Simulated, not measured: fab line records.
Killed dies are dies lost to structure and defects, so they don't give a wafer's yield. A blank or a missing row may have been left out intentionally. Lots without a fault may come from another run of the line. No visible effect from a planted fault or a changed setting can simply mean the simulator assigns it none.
Chamber matching -- flow gf180mcu -- GF_V2_CVD_02 on pecvd-02: 3 sister chambers
The step deposits SiO2 from TEOS, target thk 850 nm, time 94.851 s. 27 wafers are shown with their chamber, then 12 later ones without.

## WAFERS PAIRED WITH THEIR CHAMBERS
wafer,chamber,heater-power-outer-w (W),heater-power-w (W)
L076.2,1,462,786
L076.3,2,516,883
L076.4,0,334,670
L078.4,1,485,812
L078.5,2,530,856
L078.6,0,250,554
L080.2,1,511,820
L080.5,0,249,559
L080.6,2,507,829
L081.2,1,387,661
L081.3,0,273,601
L081.4,0,322,646
L082.1,1,409,690
L082.3,2,516,836
L082.6,1,452,762
L083.1,0,329,651
L083.4,2,544,885
L083.5,0,348,679
L086.1,0,324,657
L086.4,2,528,888
L086.5,0,350,695
L087.2,0,322,642
L087.3,1,421,722
L087.4,1,471,775
L090.2,2,420,717
L090.5,1,493,824
L090.6,0,353,666

SIGNATURES (means of the wafers above)
reading,chamber 0,chamber 1,chamber 2,scatter within a chamber
heater-power-outer-w,314.00,454.56,508.71,40.1
heater-power-w,638.18,761.33,842.00,54.4
Rule: a wafer lies at a distance from a chamber equal to the root of the sum of squares, over the readings, of (its reading less the chamber's mean, divided by the reading's scatter). If the next closest chamber is less than 2 further off than the closest, the wafer can't be placed; otherwise it belongs to the closest. The scatter: the root of (the sum of the squares of (reading less its chamber's mean) over the shown wafers, divided by (wafers less chambers)).

## WAFERS WHOSE CHAMBER IS MISSING
wafer,heater-power-outer-w (W),heater-power-w (W)
L091.1,460,770
L091.4,509,846
L091.5,394,678
L092.3,494,809
L092.5,511,867
L092.6,341,670
L095.1,355,709
L095.2,446,739
L095.3,486,822
L097.1,562,896
L097.4,256,550
L097.6,438,738

## EACH ONE'S CHAMBER
wafer,from the rows above,in truth
L091.1,can't be placed: 1 or 2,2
L091.4,can't be placed: 2 or 1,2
L091.5,can't be placed: 0 or 1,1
L092.3,can't be placed: 2 or 1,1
L092.5,can't be placed: 2 or 1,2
L092.6,0,0
L095.1,can't be placed: 0 or 1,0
L095.2,can't be placed: 1 or 2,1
L095.3,can't be placed: 2 or 1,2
L097.1,can't be placed: 2 or 1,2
L097.4,0,0
L097.6,1,1
3 of 12 placed correctly. Not placeable from these rows: 9 (in 9, the candidates include the true chamber). 0 placed wrongly.
